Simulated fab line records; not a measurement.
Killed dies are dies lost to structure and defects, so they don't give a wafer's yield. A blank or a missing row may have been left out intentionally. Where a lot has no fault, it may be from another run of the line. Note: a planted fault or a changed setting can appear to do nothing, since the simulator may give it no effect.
fab line records | flow sky130
record: lots: 6 | wafers: 18 | last_day: 50
route steps=708 shown LDD_LDN@302 SPACER@304 POLY_CUT@307
lots with no fault: from the same line, run without faults
start_h: hours from the record's opening day to when the first of the lot's shown wafers began | wait_h: hours since the lot's step before | " same as the row above | L1.1+2: several wafers, shown together as one row | - no value present, or no start provided | * or withheld: withheld | < > ~ a bound
route shown NAME@n: NAME is a module with steps in the file, n the number in the route of the first one | usual: the fault-free wafers' mean and standard deviation | same: alike in all rows | chamber/n: place in a boat | sites: each site's reading | _std_site: the standard deviation of these | _edge_site: the outer-site mean with the inner-site mean subtracted | radius_mm: how far each site lies from the wafer's centre | mask NAME#n: copy n | behind: the most recent tool/chamber to have shaped the wafer | hold: cause of the lot's hold/its duration in hours/its outcome | device: whichever transistor did not switch (one of n, p or np) | end of line: tests run on the same wafers once the route is complete | a step without rows: its recipe alone | killed: not the wafer's yield, but the dies lost to structure and defects at the first sort | map: the dies of a wafer, with x for killed, . for not killed, _ for no die there
set.NAME: the run value of the setting; set.NAME@STEP: its run value at that earlier step | model.NAME: the simulator's own value behind a step, which no gauge read
certain route steps with their lots: each step a table, each wafer a row
services: when a tool's chamber went out of use (start_h, in hours from the record's first day, below 0 if earlier), for how many hours, and the reason
== steps ==
step: SKY_LDD_LDN_TW_MEAS_13
usual: LDD_LDN_TW: 1476/7.9
lot.wafer | tool          | chamber | start_h | wait_h | LDD_LDN_TW
L220.1    | film_metro-01 | -       | 532.91  | 0.1    | 1494
L220.3    | "             | -       | "       | "      | 1495
L220.6    | "             | -       | "       | "      | 1493
L224.2    | film_metro-03 | -       | 567.61  | 0.1    | 1471
L224.5    | "             | -       | "       | "      | 1463
L224.6    | "             | -       | "       | "      | 1467
L225.1    | film_metro-01 | -       | 578.88  | 0.1    | 1478
L225.2    | "             | -       | "       | "      | 1475
L225.6    | "             | -       | "       | "      | 1479
L235.1    | film_metro-03 | -       | 662.58  | 0.1    | 1467
L235.3    | "             | -       | "       | "      | 1459
L235.4    | "             | -       | "       | "      | 1469
L241.4    | film_metro-02 | -       | 711.84  | 0.1    | 1481
L241.5    | "             | -       | "       | "      | 1478
L241.6    | "             | -       | "       | "      | 1483
L242.2    | film_metro-03 | -       | 712.21  | 0.1    | 1476
L242.3    | "             | -       | "       | "      | 1476
L242.6    | "             | -       | "       | "      | 1476
step: SKY_LDD_LDN_CLEAN_14
recipe: chemistry: SC1/SC2 | mix: 1:4:20 | temp_c: 70 | time_s: 150 | dry: n2_spin
step: SKY_SPACER_CVD_00
recipe: material: Si3N4 | precursor: DCS/NH3 | target_thk_nm: 43.1 | temp_c: 770 | time_s: 740 | pressure_mtorr: 250
step: SKY_SPACER_THK_MEAS_01
recipe: reads: Si3N4_of_SPACER_CVD_00
usual: SPACER_CVD_00_THK: 43.1/0.39
lot.wafer | tool          | chamber | start_h | wait_h | SPACER_CVD_00_THK[nm]
L220.1    | film_metro-03 | -       | 534.23  | 0.0    | 42.9
L220.3    | "             | -       | "       | "      | 42.6
L220.6    | "             | -       | "       | "      | 42.8
L224.2    | film_metro-04 | -       | 568.92  | 0.0    | 43.3
L224.5    | "             | -       | "       | "      | 43.3
L224.6    | "             | -       | "       | "      | 43.2
L225.1    | film_metro-03 | -       | 580.79  | 0.0    | 43.1
L225.2    | "             | -       | "       | "      | 43.5
L225.6    | "             | -       | "       | "      | 43.7
L235.1    | film_metro-04 | -       | 667.48  | 0.0    | 44.1
L235.3    | "             | -       | "       | "      | 43.8
L235.4    | "             | -       | "       | "      | 43.7
L241.4    | film_metro-01 | -       | 713.16  | 0.0    | 43.2
L241.5    | "             | -       | "       | "      | 43.2
L241.6    | "             | -       | "       | "      | 43.4
L242.2    | film_metro-03 | -       | 714.35  | 0.0    | 43.2
L242.3    | "             | -       | "       | "      | 42.3
L242.6    | "             | -       | "       | "      | 42.9
step: SKY_SPACER_ETCHBACK_02
recipe: chemistry: CH3F/O2 | target: Si3N4 | stop_on: SiO2 | source_w: 400 | bias_w: 80 | pressure_mtorr: 25 | ch3f_flow_sccm: 40 | O2_flow_sccm: 30 | time_s: 46.7 | target_depth_a: 450
usual: drypump_motor_current_A: 5.6/0.5 | oes_product_au: 0.854/0.0069 | throttle_valve_pct: 10.563/0.0096
lot.wafer | tool        | chamber | start_h | wait_h | drypump_motor_current_A | oes_product_au | rf_hours_counter_h | throttle_valve_pct
L220.1    | rie_diel-04 | 0       | 534.29  | 0.1    | 4.6                     | 0.851          | 13                 | 10.564
L220.3    | "           | 2       | "       | "      | 6.2                     | 0.848          | 24                 | 10.537
L220.6    | "           | 2       | "       | "      | 6.2                     | 0.848          | -                  | 10.558
L224.2    | rie_diel-04 | 1       | 568.97  | 0.0    | 6.0                     | 0.855          | 28                 | 10.565
L224.5    | "           | 3       | "       | "      | 6.1                     | 0.848          | -                  | 10.567
L224.6    | "           | 2       | "       | "      | 6.2                     | 0.855          | -                  | 10.551
L225.1    | rie_diel-04 | 1       | 580.85  | 0.1    | 6.0                     | 0.852          | 29                 | 10.566
L225.2    | "           | 2       | "       | "      | 6.2                     | 0.861          | 25                 | 10.575
L225.6    | "           | 3       | "       | "      | 6.1                     | 0.857          | -                  | 10.567
L235.1    | rie_diel-04 | 3       | 667.54  | 0.1    | 6.1                     | 0.868          | 0                  | 10.577
L235.3    | "           | 2       | "       | "      | 6.2                     | 0.863          | 27                 | 10.571
L235.4    | "           | 1       | "       | "      | 6.0                     | 0.860          | 30                 | 10.560
L241.4    | rie_diel-02 | 2       | 713.21  | 0.0    | 5.6                     | 0.867          | -                  | 10.563
L241.5    | "           | 0       | "       | "      | 5.3                     | 0.860          | -                  | 10.561
L241.6    | "           | 3       | "       | "      | 4.8                     | 0.857          | -                  | 10.540
L242.2    | rie_diel-04 | 3       | 714.40  | 0.0    | 6.1                     | 0.859          | 2                  | 10.570
L242.3    | "           | 2       | "       | "      | 6.2                     | 0.849          | 28                 | 10.569
L242.6    | "           | 3       | "       | "      | 6.1                     | 0.847          | -                  | 10.587
step: SKY_POLY_CUT_DEHYDRATE_00
recipe: temp_c: 200 | time_s: 60
step: SKY_POLY_CUT_HMDS_01
recipe: prime_time_s: 60 | prime_temp_c: 120
step: SKY_POLY_CUT_COAT_02
recipe: resist: BARC | temp_c: withheld | time_s: withheld | spin_rpm: 3000 | resist_thk_nm: 60
step: SKY_POLY_CUT_COAT_03
recipe: resist: KrF-thick | spin_rpm: 3000 | resist_thk_nm: 450
step: SKY_POLY_CUT_SOFTBAKE_04
recipe: temp_c: 100 | time_s: 90 | resist: KrF-thick
step: SKY_POLY_CUT_EXPOSE_05
recipe: mask_id: NPCM | na: 0.8 | source_shape: annular | sigma_inner: 0.55 | sigma_outer: 0.85 | target_cd_nm: 270 | dose_mj: 32
step: SKY_POLY_CUT_PEB_06
recipe: peb_temp_c: withheld | peb_time_s: withheld | resist: KrF-thick
step: SKY_POLY_CUT_DEVELOP_07
recipe: develop_time_s: 60 | resist: KrF-thick | dev_temp_c: 21
usual: chill_plate_temp_C: 22.96/0.099 | develop_time_s: 60/0
lot.wafer | tool           | chamber | start_h | wait_h | chill_plate_temp_C | develop_time_s | model.KrF-thick_of_POLY_CUT_COAT_03.thk_nm
L220.1    | litho_track-04 | 0       | 564     | -      | 22.88              | 60             | 436.2
L220.3    | "              | 0       | "       | "      | 22.82              | 60             | 436.5
L220.6    | "              | 0       | "       | "      | 22.88              | 60             | 436.3
L224.2    | litho_track-03 | -       | 598     | -      | -                  | -              | 452.2
L224.5    | "              | -       | "       | "      | -                  | -              | 452.9
L224.6    | "              | -       | "       | "      | -                  | -              | 451.8
L225.1    | litho_track-03 | -       | 608     | -      | -                  | -              | 450.7
L225.2    | "              | -       | "       | "      | -                  | -              | 451
L225.6    | "              | -       | "       | "      | -                  | -              | 450.6
L235.1    | litho_track-02 | 0       | 699     | -      | 23.04              | 60             | 436.7
L235.3    | "              | 0       | "       | "      | 23.10              | 60             | 435.7
L235.4    | "              | 0       | "       | "      | 23.10              | 60             | 436.4
L241.4    | litho_track-02 | 0       | 739     | -      | 22.83              | 60             | 437.3
L241.5    | "              | 0       | "       | "      | 22.91              | 60             | 436.6
L241.6    | "              | 0       | "       | "      | 23.00              | 60             | 434.8
L242.2    | litho_track-03 | 0       | 741     | -      | 22.93              | 60             | 435.7
L242.3    | "              | 0       | "       | "      | 22.95              | 60             | 435.8
L242.6    | "              | 0       | "       | "      | 22.94              | 60             | 435.9
step: SKY_POLY_CUT_CD_MEAS_08
recipe: target_cd_nm: 270
usual: cd_nm: 270.1/1.2
lot.wafer | tool      | chamber | start_h | wait_h | cd_nm
L220.1    | cd_sem-01 | -       | 564.44  | -      | 271.2
L220.3    | "         | -       | "       | "      | 268.5
L220.6    | "         | -       | "       | "      | 269.8
L224.2    | cd_sem-01 | -       | 598.54  | -      | -
L224.5    | "         | -       | "       | "      | -
L224.6    | "         | -       | "       | "      | -
L225.1    | cd_sem-01 | -       | 608.32  | -      | -
L225.2    | "         | -       | "       | "      | -
L225.6    | "         | -       | "       | "      | -
L235.1    | cd_sem-01 | -       | 699.76  | -      | 271.8
L235.3    | "         | -       | "       | "      | 272.2
L235.4    | "         | -       | "       | "      | 270.6
L241.4    | cd_sem-02 | -       | 739.52  | -      | 269.4
L241.5    | "         | -       | "       | "      | 269.1
L241.6    | "         | -       | "       | "      | 270.2
L242.2    | cd_sem-02 | -       | 741.74  | -      | 268.3
L242.3    | "         | -       | "       | "      | 269.7
L242.6    | "         | -       | "       | "      | 269.5
== services ==
tool        | chamber | start_h | hours | kind
rie_diel-04 | 1       | 598.68  | 19.1  | repair
rie_diel-02 | 0       | 603.50  | 1.5   | repair
rie_diel-04 | 3       | 628.29  | 2.0   | repair
rie_diel-04 | 3       | 630.30  | -     | clean
rie_diel-04 | 3       | 630.30  | 23.6  | scheduled_down
rie_diel-04 | 3       | 630.30  | 23.6  | vent_cycle
rie_diel-02 | 3       | 639.76  | 2.1   | repair
rie_diel-02 | 2       | 642.40  | 4.2   | repair
rie_diel-02 | 3       | 659.41  | 3.1   | repair
rie_diel-02 | 0       | 664.67  | 1.5   | repair
rie_diel-02 | 2       | 696.23  | 15.7  | repair
rie_diel-02 | 1       | 705.95  | 8.6   | repair
== key ==
first_sign: step: SKY_POLY_CUT_DEVELOP_07 | reading: tool_record | direction: missing
effect none on later readings
model_effect: step: SKY_POLY_CUT_DEVELOP_07 | value: KrF-thick_of_POLY_CUT_COAT_03.thk_nm | without: 437.5 | struck: 451.5
met_at SKY_POLY_CUT_DEVELOP_07
struck_wafers L224.2,L224.5,L224.6,L225.1,L225.2,L225.6
later_rows_left_out L224.2,L224.5,L224.6,L225.1,L225.2,L225.6
sort_left_out L224.2,L224.5,L224.6,L225.1,L225.2,L225.6
tester_left_out L224,L225
fault: kind: skipped_step_whole | tool: litho_track-03 | chamber: - | onset_h: 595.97 | steps: SKY_POLY_CUT_DEVELOP_07 | scope: struck_lots_only
tester_left_out: of these lots the tester's yield and bins aren't shown, on N5 and GAA mostly nor the transistor test; their killed dies are dies lost to structure and defects alone, not to doping, threshold or leakage, so they don't give the yield
sort_left_out: the simulated sort isn't trusted on such a fault, so these wafers' sort isn't shown, and their yield isn't known
later_rows_left_out: the simulator's readings of these wafers behind a module that went badly wrong aren't trusted and aren't shown, but for the sort
